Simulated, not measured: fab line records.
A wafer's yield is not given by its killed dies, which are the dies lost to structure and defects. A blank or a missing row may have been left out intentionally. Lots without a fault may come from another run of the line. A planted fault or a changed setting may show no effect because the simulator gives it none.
Tool commonality check | flow sky130 | Lots sampled 11, wafers sampled 33

WHY THIS WAS OPENED
Of 11 lots, 2 have the reading VIA3_HDPCVD_THK flagged at SKY_VIA3_THK_MEAS_01. Wafers without a fault read 1638 nm, standard deviation 21.
Rule: a lot is flagged when every wafer of it that has a number lies more than 4 standard deviations from that mean, or none has a number. The other lots count as sound.

lot  | measured     | on           | VIA3_HDPCVD_THK (nm), wafer by wafer | flag
L571 | day 38 14:23 | filmMetro-04 | 1637 1609 1644                       | 
L572 | day 38 19:03 | filmMetro-01 | 1677 1670 1666                       | 
L573 | day 38 22:08 | filmMetro-04 | 1651 1647 1636                       | 
L574 | day 39 07:26 | filmMetro-01 | 1602 1606 1622                       | 
L575 | day 39 20:22 | filmMetro-04 | 1582 1609 1615                       | 
L576 | day 40 02:51 | filmMetro-01 | 1665 1681 1650                       | 
L585 | day 42 19:05 | filmMetro-01 | 1288 1275 1250                       | FLAGGED
L586 | day 42 21:38 | filmMetro-01 | 1255 1254 1265                       | FLAGGED
L590 | day 44 01:11 | filmMetro-03 | 1672 1684 1645                       | 
L591 | day 44 10:47 | filmMetro-01 | 1658 1637 1611                       | 
L592 | day 44 11:35 | filmMetro-04 | 1635 1636 1645                       | 
On average the flagged lots' numbers are 1264 nm, which is -374 nm against the usual, or -18 standard deviations.

EACH LOT AND THE TOOL IT RAN ON
Before the reading, the record contains 2 process steps out of a 708-step route. Cell contents, in order: the tool; ch with the chambers the sampled wafers went through; the start.
lot  | flag    | SKY_METAL3_ETCH_16               | SKY_VIA3_HDPCVD_00
L571 |         | rieMetal-02 ch 0,1, day 38 13:18 | hdpcvd-02 ch 0,1, day 38 14:11
L572 |         | rieMetal-02 ch 0,1, day 38 17:58 | hdpcvd-01 ch 0,1, day 38 18:52
L573 |         | rieMetal-04 ch 0, day 38 21:04   | hdpcvd-02 ch 0,1, day 38 21:58
L574 |         | rieMetal-02 ch 0,1, day 39 06:22 | hdpcvd-02 ch 0,1,2, day 39 07:19
L575 |         | rieMetal-01 ch 0,1, day 39 19:19 | hdpcvd-02 ch 0,1,2, day 39 20:12
L576 |         | rieMetal-02 ch 0,1, day 40 01:48 | hdpcvd-01 ch 0,1,2, day 40 02:40
L585 | FLAGGED | rieMetal-01 ch 0,1, day 42 17:55 | hdpcvd-02 ch 0,1, day 42 18:55
L586 | FLAGGED | rieMetal-01 ch 0,1, day 42 20:32 | hdpcvd-02 ch 0,1,2, day 42 21:28
L590 |         | rieMetal-02 ch 0, day 43 23:55   | hdpcvd-01 ch 0,2, day 44 01:01
L591 |         | rieMetal-01 ch 1, day 44 09:40   | hdpcvd-01 ch 1,2, day 44 10:37
L592 |         | rieMetal-02 ch 0,1, day 44 10:17 | hdpcvd-01 ch 1,2, day 44 11:24
What these steps do:
- SKY_METAL3_ETCH_16: etches BARC in N2/H2, stops on SiO2, time 88.2 s, target depth 60 nm.
- SKY_VIA3_HDPCVD_00: deposits SiO2, target thk 1635 nm, time 272.5 s.
- SKY_VIA3_THK_MEAS_01

FLAGGED AGAINST TOTAL, ONE TOOL AT A TIME (gauges that did the reading follow at the end)
step                 | tool         | lots run | flagged | share of the flagged lots | sound lots run after its first flagged lot
SKY_METAL3_ETCH_16   | rieMetal-01  | 4        | 2       | all                       | 1 (L591)
SKY_METAL3_ETCH_16   | rieMetal-02  | 6        | 0       | none                      | -
SKY_METAL3_ETCH_16   | rieMetal-04  | 1        | 0       | none                      | -
SKY_VIA3_HDPCVD_00   | hdpcvd-01    | 5        | 0       | none                      | -
SKY_VIA3_HDPCVD_00   | hdpcvd-02    | 6        | 2       | all                       | 0
SKY_VIA3_THK_MEAS_01 | filmMetro-01 | 6        | 2       | all                       | 1 (L591)
SKY_VIA3_THK_MEAS_01 | filmMetro-03 | 1        | 0       | none                      | -
SKY_VIA3_THK_MEAS_01 | filmMetro-04 | 4        | 0       | none                      | -

WHAT IS ALLOWED BY THE TABLE
Rows of the table that ran every flagged lot, 3 in all: rieMetal-01 at SKY_METAL3_ETCH_16, hdpcvd-02 at SKY_VIA3_HDPCVD_00, filmMetro-01 at SKY_VIA3_THK_MEAS_01.
- rieMetal-01 at SKY_METAL3_ETCH_16: 2 of its 4 lots flagged. After the first flagged lot (L591), sound lots still ran on it; a lasting fault on the whole tool would not permit that.
- hdpcvd-02 at SKY_VIA3_HDPCVD_00: 2 of its 6 lots flagged. A fault beginning between L575 (day 39 20:12), its last sound lot, and L585 (day 42 18:55), its first flagged one, fits the data. Its own readings (runLengthS) fall more than 4 standard deviations out on all wafers of the flagged lots.
- filmMetro-01 at SKY_VIA3_THK_MEAS_01: 2 of its 6 lots flagged. After the first flagged lot (L591), sound lots still ran on it; a lasting fault on the whole tool would not permit that.
Left over: one tool, hdpcvd-02 at SKY_VIA3_HDPCVD_00.

WHAT HAD BEEN PUT IN BY THE SIMULATOR
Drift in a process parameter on hdpcvd-02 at SKY_VIA3_HDPCVD_00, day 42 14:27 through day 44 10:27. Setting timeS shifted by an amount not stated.
Shown lots that were struck: L585, L586. Same finding as the rule above.
